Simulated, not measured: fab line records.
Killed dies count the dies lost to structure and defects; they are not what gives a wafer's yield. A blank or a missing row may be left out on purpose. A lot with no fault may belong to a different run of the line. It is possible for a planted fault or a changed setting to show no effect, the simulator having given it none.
One fault through the eyes of 2 desks / flow sky130 / only its own numbers are on each desk; what lay behind them is given at the end

## METROLOGY DESK
Means of the sampled wafers that have a number, per lot and without regard to the tool the lot ran on: this is what the gauges read. Marked OUT: a lot whose mean sits more than 4 standard deviations from the usual mean, which makes it out of limits; the brackets give that distance.
Columns: A = VIA1_W_RS at SKY_VIA1_RS_MEAS_22, usual 0.422 ohm/sq; B = VIA1_W_THK at SKY_VIA1_THK_MEAS_23, usual 274 nm
lot=L908; first seen here=day 34 17:56; A=0.427; B=269
lot=L910; first seen here=day 35 03:13; A=0.400; B=291
lot=L912; first seen here=day 35 12:53; A=0.398; B=291
lot=L914; first seen here=day 36 15:36; A=0.424; B=276
lot=L918; first seen here=day 37 17:07; A=0.412; B=279
lot=L924; first seen here=day 39 00:50; A=0.424; B=274
lot=L923; first seen here=day 39 05:05; A=0.425; B=272
lot=L926; first seen here=day 39 15:17; A=0.426; B=273
lot=L927; first seen here=day 39 22:56; A=0.427; B=270
lot=L928; first seen here=day 40 05:09; A=0.417; B=277
lot=L929; first seen here=day 40 11:07; A=0.420; B=275
lot=L931; first seen here=day 40 17:09; A=0.422; B=275
lot=L930; first seen here=day 40 18:19; A=0.427; B=273
This desk's verdict: no lot among the 13 shows anything out of limits.

## AT THE TOOL OWNER'S DESK: cvd_w-02
The tool's own readings at SKY_VIA1_CVD_21 (deposits W, target thk 270 nm, time 80.902 s): means of the sampled wafers that have a number, for each lot that ran on this tool. Marked OUT: a lot whose mean sits more than 4 standard deviations from the usual mean, which makes it out of limits; the brackets give that distance.
Columns: A = chamber_pressure_Torr at SKY_VIA1_CVD_21, usual 40.01 Torr; B = heater_power_w at SKY_VIA1_CVD_21, usual 924 W
lot=L908; first seen here=day 34 17:50; A=40.01; B=907
lot=L910; first seen here=day 35 03:07; A=44.66 (+53) OUT; B=900
lot=L912; first seen here=day 35 12:47; A=44.56 (+52) OUT; B=899
lot=L924; first seen here=day 39 00:44; A=40.06; B=902
lot=L923; first seen here=day 39 04:59; A=39.95; B=971
lot=L926; first seen here=day 39 15:12; A=40.05; B=902
lot=L927; first seen here=day 39 22:50; A=40.07; B=899
lot=L931; first seen here=day 40 17:04; A=39.97; B=979
lot=L930; first seen here=day 40 18:14; A=39.97; B=896
This desk's verdict: out of limits on L910, L912, starting with L910 at day 35 03:07 (chamber_pressure_Torr at SKY_VIA1_CVD_21). In limits: L908, L924, L923, L926, L927, L931, L930.

## PUT TOGETHER
On L910, L912, at day 35 03:07, an alarm was possible from the tool owner's desk.
Metrology desk: nothing out of limits seen.
The metrology desk has L910, L912 on record, within its limits.
Every lot named ran SKY_VIA1_CVD_21 on cvd_w-02.

## WHAT WAS PUT IN BY THE SIMULATOR
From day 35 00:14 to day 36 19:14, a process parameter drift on cvd_w-02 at SKY_VIA1_CVD_21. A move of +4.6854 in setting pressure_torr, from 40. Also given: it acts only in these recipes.
Struck lots among those shown: L910, L912.
Delay in hours, fault start to first out-of-limits reading, by desk: the tool owner's desk at 3.
